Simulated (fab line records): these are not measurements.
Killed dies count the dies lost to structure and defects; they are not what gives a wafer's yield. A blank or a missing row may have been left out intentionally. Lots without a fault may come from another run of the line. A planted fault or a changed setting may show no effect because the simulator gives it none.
fab line records -- flow sky130
record: lots: 15, wafers: 45, last-day: 50
route steps=708 shown LDD_LDN@300
lots that met no fault: taken from a fault-free run of the same line
start-h: start of the lot's first displayed wafer, in hours after the record's first day -- wait-h: hours since the lot's step before -- " same as the row above -- L1.1+2: a row that stands for several wafers -- - either no value or no given start -- * or withheld: withheld -- < > ~ a bound
route shown NAME@n: a module of which the file shows steps, and the number in the route of the first -- usual: mean/standard deviation of fault-free wafers -- same: alike in all rows -- chamber/n: place in a boat -- sites: per-site readings -- _std_site: the standard deviation of these -- _edge_site: inner sites' mean taken away from outer sites' mean -- radius-mm: how far each site lies from the wafer's centre -- mask NAME#n: copy n -- behind: the tool/chamber that last shaped the wafer -- hold: why the lot was held/for how many hours/how that ended -- device: which transistor (n, p or np) failed to switch -- end of line: tests of these same wafers at the route's end -- where a step has no rows: the recipe by itself -- killed: at the first sort, the dies lost to defects and structure; wafer yield is something else -- map: the dies of a wafer, with x for killed, . for not killed, _ for no die there
set.NAME: the setting that was run; set.NAME@STEP: the one run at that earlier step -- model.NAME: the simulator's own value behind a step, which no gauge read
the route's steps for a sample of lots (tables are steps, rows are wafers)
services: when a tool's chamber went out of use (start-h, in hours from the record's first day, below 0 if earlier), for how many hours, and the reason
== steps ==
step: SKY_LDD_LDN_IMPLANT_11
recipe: species: As, energy-kev: 15, dose-cm2: 1.25e+13, tilt-deg: withheld, rotation-deg: 293
usual: dose-ions-cm2: 1.2499e+13/1.4e+10, faraday-current-uA: 70.5/1.3, rotation-deg: 293.00/0.045
lot.wafer,tool,chamber,start-h,wait-h,dose-ions-cm2,faraday-current-uA,rotation-deg
L773.1,implanter-03,0,516.08,0.1,1.2524e+13,71.3,293.06
L773.4,implanter-03,0,516.08,0.1,1.249e+13,70.8,292.99
L773.6,implanter-03,0,516.08,0.1,1.2506e+13,70.3,293.05
L774.1,implanter-02,0,526.53,0.1,1.2492e+13,72.7,293.01
L774.3,implanter-02,0,526.53,0.1,1.2502e+13,69.1,292.99
L774.4,implanter-02,0,526.53,0.1,1.2492e+13,68.9,292.94
L775.2,implanter-03,0,547.16,0.1,1.2533e+13,70.4,293.10
L775.5,implanter-03,0,547.16,0.1,1.2515e+13,69.9,292.97
L775.6,implanter-03,0,547.16,0.1,1.2518e+13,69.9,293.01
L777.1,implanter-03,0,558.33,0.1,1.2503e+13,70.6,292.98
L777.3,implanter-03,0,558.33,0.1,1.2485e+13,70.3,293.00
L777.5,implanter-03,0,558.33,0.1,1.2498e+13,69.9,292.94
L776.1,implanter-04,0,561.63,0.1,1.2493e+13,72.1,292.97
L776.3,implanter-04,0,561.63,0.1,1.2497e+13,70.9,293.05
L776.6,implanter-04,0,561.63,0.1,1.2514e+13,71.7,293.02
L778.2,implanter-04,0,567.61,0.1,1.2507e+13,69.7,292.94
L778.3,implanter-04,0,567.61,0.1,1.2541e+13,71.3,292.97
L778.4,implanter-04,0,567.61,0.1,1.2515e+13,71.2,293.06
L780.2,implanter-02,0,587.71,0.1,1.2481e+13,74.3,292.97
L780.4,implanter-02,0,587.71,0.1,1.2483e+13,68.5,292.96
L780.5,implanter-02,0,587.71,0.1,1.2471e+13,70.0,292.97
L786.1,implanter-03,0,634.38,0.1,1.7698e+13,98.2,293.07
L786.2,implanter-03,0,634.38,0.1,1.7718e+13,98.3,293.01
L786.4,implanter-03,0,634.38,0.1,1.7689e+13,99.6,293.00
L787.2,implanter-04,0,643.26,0.1,1.2495e+13,70.9,292.99
L787.3,implanter-04,0,643.26,0.1,1.2507e+13,71.6,292.99
L787.4,implanter-04,0,643.26,0.1,1.2514e+13,72.2,293.05
L788.2,implanter-03,0,649.41,0.1,1.7724e+13,100.0,293.08
L788.3,implanter-03,0,649.41,0.1,1.7731e+13,101.9,293.01
L788.6,implanter-03,0,649.41,0.1,1.7711e+13,98.5,292.99
L789.2,implanter-03,0,658.56,0.1,1.7716e+13,101.1,293.00
L789.4,implanter-03,0,658.56,0.1,1.772e+13,100.8,292.94
L789.5,implanter-03,0,658.56,0.1,1.7709e+13,103.0,292.99
L790.1,implanter-04,0,668.58,0.1,1.2497e+13,69.2,292.96
L790.3,implanter-04,0,668.58,0.1,1.2509e+13,69.4,292.92
L790.6,implanter-04,0,668.58,0.1,1.2499e+13,70.8,293.01
L794.1,implanter-02,0,704.63,0.1,1.248e+13,69.5,293.06
L794.3,implanter-02,0,704.63,0.1,1.2486e+13,71.8,292.95
L794.6,implanter-02,0,704.63,0.1,1.2495e+13,69.0,292.98
L795.1,implanter-03,0,719.07,0.1,1.2519e+13,70.3,292.98
L795.2,implanter-03,0,719.07,0.1,1.2475e+13,72.6,293.05
L795.4,implanter-03,0,719.07,0.1,1.25e+13,71.2,293.04
L796.1,implanter-02,0,732.97,0.1,1.2498e+13,67.9,293.00
L796.2,implanter-02,0,732.97,0.1,1.2507e+13,71.5,293.00
L796.4,implanter-02,0,732.97,0.1,1.251e+13,71.0,293.04
step: SKY_LDD_LDN_TW_MEAS_13
usual: LDD_LDN_TW: 1489/9.6
lot.wafer,tool,chamber,start-h,wait-h,hold,LDD_LDN_TW
L773.1,film-metro-02,-,516.33,0.1,-,1487
L773.4,film-metro-02,-,516.33,0.1,-,1475
L773.6,film-metro-02,-,516.33,0.1,-,1484
L774.1,film-metro-02,-,526.78,0.1,-,1487
L774.3,film-metro-02,-,526.78,0.1,-,1487
L774.4,film-metro-02,-,526.78,0.1,-,1493
L775.2,film-metro-02,-,547.39,0.1,-,1490
L775.5,film-metro-02,-,547.39,0.1,-,1487
L775.6,film-metro-02,-,547.39,0.1,-,1489
L777.1,film-metro-04,-,558.58,0.1,-,1488
L777.3,film-metro-04,-,558.58,0.1,-,1492
L777.5,film-metro-04,-,558.58,0.1,-,1488
L776.1,film-metro-04,-,561.88,0.1,-,1492
L776.3,film-metro-04,-,561.88,0.1,-,1491
L776.6,film-metro-04,-,561.88,0.1,-,1489
L778.2,film-metro-04,-,567.84,0.1,-,1492
L778.3,film-metro-04,-,567.84,0.1,-,1493
L778.4,film-metro-04,-,567.84,0.1,-,1487
L780.2,film-metro-02,-,587.94,0.1,-,1490
L780.4,film-metro-02,-,587.94,0.1,-,1494
L780.5,film-metro-02,-,587.94,0.1,-,1484
L786.1,film-metro-02,-,634.63,0.1,await-dispo/0.2h/release,1516
L786.2,film-metro-02,-,634.63,0.1,await-dispo/0.2h/release,1523
L786.4,film-metro-02,-,634.63,0.1,await-dispo/0.2h/release,1519
L786.1,film-metro-02,-,634.86,0.2,-,1513
L786.2,film-metro-02,-,634.86,0.2,-,1509
L786.4,film-metro-02,-,634.86,0.2,-,1518
L787.2,film-metro-03,-,643.49,0.1,-,1496
L787.3,film-metro-03,-,643.49,0.1,-,1503
L787.4,film-metro-03,-,643.49,0.1,-,1510
L788.2,film-metro-02,-,649.64,0.1,await-dispo/0.2h/release,1529
L788.3,film-metro-02,-,649.64,0.1,await-dispo/0.2h/release,1524
L788.6,film-metro-02,-,649.64,0.1,await-dispo/0.2h/release,1531
L788.2,film-metro-02,-,649.87,0.2,-,1527
L788.3,film-metro-02,-,649.87,0.2,-,1529
L788.6,film-metro-02,-,649.87,0.2,-,1525
L789.2,film-metro-04,-,658.79,0.1,await-dispo/0.2h/release,1536
L789.4,film-metro-04,-,658.79,0.1,await-dispo/0.2h/release,1539
L789.5,film-metro-04,-,658.79,0.1,await-dispo/0.2h/release,1532
L789.2,film-metro-04,-,659.02,0.2,-,1532
L789.4,film-metro-04,-,659.02,0.2,-,1534
L789.5,film-metro-04,-,659.02,0.2,-,1537
L790.1,film-metro-04,-,668.83,0.1,-,1497
L790.3,film-metro-04,-,668.83,0.1,-,1498
L790.6,film-metro-04,-,668.83,0.1,-,1496
L794.1,film-metro-04,-,704.88,0.1,-,1499
L794.3,film-metro-04,-,704.88,0.1,-,1502
L794.6,film-metro-04,-,704.88,0.1,-,1492
L795.1,film-metro-03,-,719.32,0.1,-,1513
L795.2,film-metro-03,-,719.32,0.1,-,1510
L795.4,film-metro-03,-,719.32,0.1,-,1505
L796.1,film-metro-02,-,733.22,0.1,-,1483
L796.2,film-metro-02,-,733.22,0.1,-,1480
L796.4,film-metro-02,-,733.22,0.1,-,1485
== services ==
tool,chamber,start-h,hours,kind
implanter-03,-,504.68,0.7,repair
implanter-02,-,576.07,6.2,pm
implanter-04,-,602.22,1.7,repair
implanter-02,-,652.36,4.9,pm
implanter-02,-,696.39,1.7,repair
implanter-04,-,707.14,4.0,pm
implanter-04,-,727.97,4.0,pm
== key ==
first-sign: step: SKY_LDD_LDN_IMPLANT_11, reading: dose-ions-cm2, direction: up, sigmas: 99+, usual: *, struck: *
effect: step: SKY_LDD_LDN_IMPLANT_11, reading: faraday-current-uA, direction: up, sigmas: 22, usual: 70.5, struck: 100.2
effect: step: SKY_LDD_LDN_TW_MEAS_13, reading: visit, direction: added
met-at SKY_LDD_LDN_IMPLANT_11
struck-lots L786,L788,L789
tester-left-out L786,L788,L789
onset-between 558.33 634.38
fault: kind: process-parameter-drift, tool: implanter-03, chamber: -, onset-h: 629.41, steps: SKY_LDD_LDN_IMPLANT_11, channel: dose-cm2, offset: *, shape: step, end-h: 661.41, acts-in: *, stated: *
tester-left-out: of these lots the tester's yield and bins aren't shown, on N5 and GAA mostly nor the transistor test; their killed dies are dies lost to structure and defects alone, not to doping, threshold or leakage, so they don't give the yield
